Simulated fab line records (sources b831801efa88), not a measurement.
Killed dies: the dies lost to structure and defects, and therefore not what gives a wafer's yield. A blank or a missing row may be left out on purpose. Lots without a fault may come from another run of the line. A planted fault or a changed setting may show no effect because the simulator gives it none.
The tool behind it: which one?    flow gf180mcu    Sampling: 24 lots, 72 wafers, 6 of 602 route steps

WHAT EACH GAUGE READ, for each wafer
GF_MVSD_OVL_MEAS_07. Usual: for MVSD_OVL the level is -0.7 nm and the standard deviation is 1.7.
lot   measured     on          MVSD_OVL (nm)   flag
L074  day 4 12:20  overlay-02  -2.0 -1.3 -3.4  
L075  day 4 15:12  overlay-02  1.7 2.2 3.1     
L076  day 4 21:32  overlay-01  -0.4 -2.5 0.0   
L077  day 5 04:35  overlay-02  2.9 2.4 1.7     
L078  day 5 08:50  overlay-01  -1.2 -2.4 -4.1  
L079  day 5 15:40  overlay-01  -1.2 0.5 0.6    
L080  day 5 22:15  overlay-02  -0.8 -1.6 0.9   
L081  day 6 01:02  overlay-02  -0.9 -1.6 -1.1  
L082  day 6 08:29  overlay-02  -1.3 -1.3 -1.4  
L083  day 6 15:02  overlay-02  -0.6 -1.8 -0.1  
L084  day 6 19:52  overlay-01  -1.7 -5.6 -3.7  
L085  day 7 03:00  overlay-01  -1.8 -0.9 0.0   
L086  day 7 07:35  overlay-02  0.4 0.9 1.8     
L087  day 7 16:11  overlay-01  -2.2 -1.9 -1.6  
L088  day 7 20:36  overlay-02  -1.1 -3.5 -0.4  
L089  day 8 02:26  overlay-01  -2.7 0.6 1.2    
L090  day 8 07:18  overlay-02  1.6 0.6 1.1     
L091  day 8 12:38  overlay-01  -2.5 -3.4 -0.9  
L092  day 8 17:14  overlay-02  -0.1 -0.8 -2.3  
L093  day 8 22:37  overlay-02  0.7 1.5 0.8     
L094  day 9 07:41  overlay-02  0.3 0.8 -0.1    
L095  day 9 11:13  overlay-01  -0.7 -1.5 -3.0  
L096  day 9 16:44  overlay-02  0.1 0.2 -1.0    
L097  day 9 23:04  overlay-01  2.0 1.0 -0.5    

GF_HV_LDD_TW_MEAS_11. Usual: for HV_LDD_TW the level is 2396 and the standard deviation is 21.
lot   measured      on             HV_LDD_TW       flag
L074  day 10 01:21  film-metro-03  2392 2371 2374  
L075  day 10 05:15  film-metro-02  2432 2414 2427  
L076  day 10 10:47  film-metro-04  2382 2380 2392  
L077  day 10 22:32  film-metro-02  2424 2436 2433  
L078  day 11 07:12  film-metro-04  2375 2373 2372  
L079  day 11 17:52  film-metro-02  2424 2427 2421  
L080  day 11 21:54  film-metro-03  2375 2376 2371  
L081  day 12 00:08  film-metro-03  2373 2400 2397  
L082  day 12 10:59  film-metro-02  2409 2415 2418  
L083  day 12 19:10  film-metro-03  2392 2395 2394  
L084  day 13 01:57  film-metro-04  2371 2372 2380  
L085  day 13 08:46  film-metro-04  2380 2376 2382  
L086  day 13 15:47  film-metro-04  2370 2375 2366  
L087  day 14 01:26  film-metro-03  2396 2388 2404  
L088  day 14 06:43  film-metro-04  2363 2366 2361  
L089  day 14 18:23  film-metro-02  2424 2420 2429  
L090  day 14 22:15  film-metro-02  2428 2426 2436  
L091  day 15 04:36  film-metro-04  2374 2401 2384  
L092  day 15 11:05  film-metro-03  2404 2393 2401  
L093  day 15 19:28  film-metro-03  2400 2400 2390  
L094  day 16 02:04  film-metro-04  2387 2385 2382  
L095  day 16 10:36  film-metro-03  2390 2396 2389  
L096  day 16 16:14  film-metro-03  2390 2386 2395  
L097  day 17 01:34  film-metro-02  2420 2427 2425  

GF_CONTACT_OVL_MEAS_15. Usual: for CONTACT_OVL the level is -6 nm and the standard deviation is 5.9.
lot   measured      on          CONTACT_OVL (nm)  flag
L074  day 15 23:49  overlay-01  0 2 5             
L075  day 16 08:40  overlay-01  -15 -12 -11       
L076  day 16 12:00  overlay-01  -13 -2 -8         
L077  day 17 06:34  overlay-01  1 -6 -2           
L078  day 17 15:43  overlay-01  -8 -4 -13         
L079  day 18 05:37  overlay-01  -10 -8 -5         
L080  day 18 08:28  overlay-01  -4 -7 -3          
L081  day 18 14:57  overlay-01  -1 -2 -6          
L082  day 19 05:33  overlay-01  -4 -13 -15        
L083  day 19 17:40  overlay-01  8 9 4             
L084  day 19 21:07  overlay-01  -13 -8 -5         
L085  day 20 01:13  overlay-01  0 -12 -12         
L086  day 20 13:43  overlay-02  -5 -12 -6         
L087  day 20 23:36  overlay-02  -3 -2 0           
L088  day 21 05:19  overlay-02  -8 -13 -11        
L089  day 21 19:24  overlay-01  -9 -4 -13         
L090  day 22 00:31  overlay-01  -2 -7 -6          
L091  day 22 06:49  overlay-01  -6 -15 -8         
L092  day 22 13:26  overlay-02  -3 -6 4           
L093  day 22 22:34  overlay-02  2 0 -3            
L094  day 23 03:43  overlay-02  -6 -7 -4          
L095  day 23 15:13  overlay-02  2 -1 -7           
L096  day 23 20:57  overlay-02  -6 -2 -1          
L097  day 24 06:31  overlay-01  -19 -13 -16       

GF_M4_CD_MEAS_14: the cd target is 280 nm. Usual: cd-nm at 280.0 nm, with a standard deviation of 1.2.
lot   measured      on         cd-nm (nm)         flag
L074  day 23 07:05  cd-sem-02  280.0 279.4 280.9  
L075  day 23 18:06  cd-sem-02  279.8 278.3 279.4  
L076  day 23 19:40  cd-sem-01  279.0 279.9 278.4  
L077  day 24 12:07  cd-sem-01  278.8 278.8 279.6  
L078  day 24 22:12  cd-sem-02  279.0 279.6 279.2  
L079  day 25 10:43  cd-sem-01  281.0 280.1 279.6  
L080  day 25 13:36  cd-sem-01  280.9 279.9 280.9  
L081  day 25 20:17  cd-sem-01  278.2 278.7 278.6  
L082  day 26 07:01  cd-sem-01  280.3 280.9 280.8  
L083  day 26 19:45  cd-sem-02  279.4 280.0 279.6  
L084  day 26 21:42  cd-sem-02  279.5 278.7 278.7  
L085  day 26 23:33  cd-sem-01  279.4 278.9 279.2  
L086  day 27 12:01  cd-sem-01  281.5 280.7 280.8  
L087  day 27 21:17  cd-sem-02  279.0 278.4 278.9  
L088  day 28 00:28  cd-sem-01  281.6 283.1 283.0  
L089  day 28 12:44  cd-sem-01  280.0 280.5 281.1  
L090  day 28 17:24  cd-sem-01  282.6 281.6 281.1  
L091  day 28 22:43  cd-sem-02  279.5 279.3 279.2  
L092  day 29 03:41  cd-sem-02  280.0 280.7 280.3  
L093  day 29 11:17  cd-sem-01  279.4 279.9 279.0  
L094  day 29 15:25  cd-sem-01  278.6 278.5 279.2  
L095  day 30 01:35  cd-sem-02  279.8 280.1 280.3  
L096  day 30 06:11  cd-sem-02  281.7 281.1 281.8  
L097  day 30 12:14  cd-sem-02  281.2 281.3 282.1  

TOOL THAT RAN EACH LOT (tool first, then ch and the chambers of the sampled wafers, then the start)
lot   GF_SAB_ETCH_11                      GF_SALICIDE_SPUTTER_03
L074  rie-diel-02 ch 0,3, day 15 01:40    pvd-sputter-02, day 15 02:02
L075  rie-diel-04 ch 0,1,3, day 15 09:29  pvd-sputter-03, day 15 09:52
L076  rie-diel-04 ch 0,1,3, day 15 12:40  pvd-sputter-04, day 15 13:02
L077  rie-diel-02 ch 0,1,3, day 16 06:07  pvd-sputter-03, day 16 06:29
L078  rie-diel-03 ch 2,3, day 16 15:05    pvd-sputter-02, day 16 15:28
L079  rie-diel-02 ch 0,1, day 17 04:26    pvd-sputter-02, day 17 04:50
L080  rie-diel-04 ch 0,1,3, day 17 07:55  pvd-sputter-04, day 17 08:18
L081  rie-diel-03 ch 0,2, day 17 13:38    pvd-sputter-03, day 17 14:01
L082  rie-diel-02 ch 1,2,3, day 18 03:05  pvd-sputter-02, day 18 03:28
L083  rie-diel-04 ch 0,2,3, day 18 15:56  pvd-sputter-04, day 18 16:19
L084  rie-diel-04 ch 0,1,3, day 18 19:20  pvd-sputter-04, day 18 19:44
L085  rie-diel-04 ch 1,2,3, day 18 23:47  pvd-sputter-04, day 19 00:10
L086  rie-diel-04 ch 1,2,3, day 19 12:02  pvd-sputter-02, day 19 12:25
L087  rie-diel-04 ch 0,1,2, day 19 21:28  pvd-sputter-02, day 19 21:50
L088  rie-diel-03 ch 0,2, day 20 03:35    pvd-sputter-04, day 20 03:58
L089  rie-diel-02 ch 0,1,2, day 20 18:02  pvd-sputter-04, day 20 18:25
L090  rie-diel-04 ch 2,3, day 20 23:22    pvd-sputter-02, day 20 23:44
L091  rie-diel-03 ch 0,2, day 21 05:34    pvd-sputter-02, day 21 05:57
L092  rie-diel-02 ch 1,3, day 21 12:08    pvd-sputter-02, day 21 12:31
L093  rie-diel-03 ch 0,1,2, day 21 21:41  pvd-sputter-04, day 21 22:04
L094  rie-diel-03 ch 0,2,3, day 22 02:17  pvd-sputter-03, day 22 02:39
L095  rie-diel-02 ch 2,3, day 22 14:59    pvd-sputter-04, day 22 15:21
L096  rie-diel-02 ch 0,2,3, day 22 19:59  pvd-sputter-02, day 22 20:22
L097  rie-diel-03 ch 0,1, day 23 06:17    pvd-sputter-04, day 23 06:40
- GF_SAB_ETCH_11: etches SiO2 in C4F8/O2/Ar, target depth 55 nm, time 8.5 s.
- GF_SALICIDE_SPUTTER_03: material TiN, target thk 20 nm, time 16.7 s.

AS READ BY THE TOOLS THEMSELVES (means over the sampled wafers that have a number; for cases with no such wafer, the mark the record gives instead)
GF_SAB_ETCH_11. Usual: oes-product-au at 0.998 a.u., with a standard deviation of 0.0078.
lot   tool         oes-product-au (a.u.)  flag
L074  rie-diel-02  0.998                  
L075  rie-diel-04  1.001                  
L076  rie-diel-04  1.006                  
L077  rie-diel-02  1.002                  
L078  rie-diel-03  0.992                  
L079  rie-diel-02  1.005                  
L080  rie-diel-04  0.996                  
L081  rie-diel-03  1.001                  
L082  rie-diel-02  0.997                  
L083  rie-diel-04  0.997                  
L084  rie-diel-04  1.006                  
L085  rie-diel-04  0.998                  
L086  rie-diel-04  0.992                  
L087  rie-diel-04  0.994                  
L088  rie-diel-03  0.990                  
L089  rie-diel-02  0.997                  
L090  rie-diel-04  1.005                  
L091  rie-diel-03  0.989                  
L092  rie-diel-02  0.995                  
L093  rie-diel-03  0.999                  
L094  rie-diel-03  0.995                  
L095  rie-diel-02  0.995                  
L096  rie-diel-02  0.996                  
L097  rie-diel-03  0.991                  

GF_SALICIDE_SPUTTER_03. Usual: cathode-dc-power-W 6500.1 W, standard deviation 1.2; throttle-valve-pct 29.2 %, standard deviation 1.
lot   tool            cathode-dc-power-W (W)  throttle-valve-pct (%)  flag
L074  pvd-sputter-02  6499.6                  29.6                    
L075  pvd-sputter-03  6499.8                  29.7                    
L076  pvd-sputter-04  6500.0                  29.1                    
L077  pvd-sputter-03  6499.2                  29.7                    
L078  pvd-sputter-02  6499.1                  28.2                    
L079  pvd-sputter-02  6499.2                  29.1                    
L080  pvd-sputter-04  6500.4                  29.2                    
L081  pvd-sputter-03  6500.1                  29.9                    
L082  pvd-sputter-02  6500.3                  29.3                    
L083  pvd-sputter-04  6499.9                  28.8                    
L084  pvd-sputter-04  6499.5                  28.7                    
L085  pvd-sputter-04  6500.9                  28.9                    
L086  pvd-sputter-02  6499.3                  28.2                    
L087  pvd-sputter-02  6500.8                  28.8                    
L088  pvd-sputter-04  6500.0                  28.8                    
L089  pvd-sputter-04  6500.9                  29.6                    
L090  pvd-sputter-02  6501.3                  30.0                    
L091  pvd-sputter-02  6499.4                  29.9                    
L092  pvd-sputter-02  6499.3                  29.2                    
L093  pvd-sputter-04  6499.4                  29.4                    
L094  pvd-sputter-03  6500.6                  29.2                    
L095  pvd-sputter-04  6501.5                  28.7                    
L096  pvd-sputter-02  6500.5                  28.7                    
L097  pvd-sputter-04  6500.0                  29.7                    

THE ANSWER, worked out from the rows above alone
Rule: a lot counts as off when the mean over its wafers that have a number is more than 3 standard deviations away from the usual mean. A lot without any number at a reading at which 4 lots or more have one is off too. All remaining lots with rows at the step are treated as sound. First the gauges in route order, then the tools' own readings, where a lot's mean is used as printed above. The first step at which some lot is off is used, and at that step the reading that is off furthest; a lot without a number counts as furthest.
Across all readings shown, no lot is off: no conclusion can be drawn from this.

WHAT THE SIMULATOR HAD INSERTED
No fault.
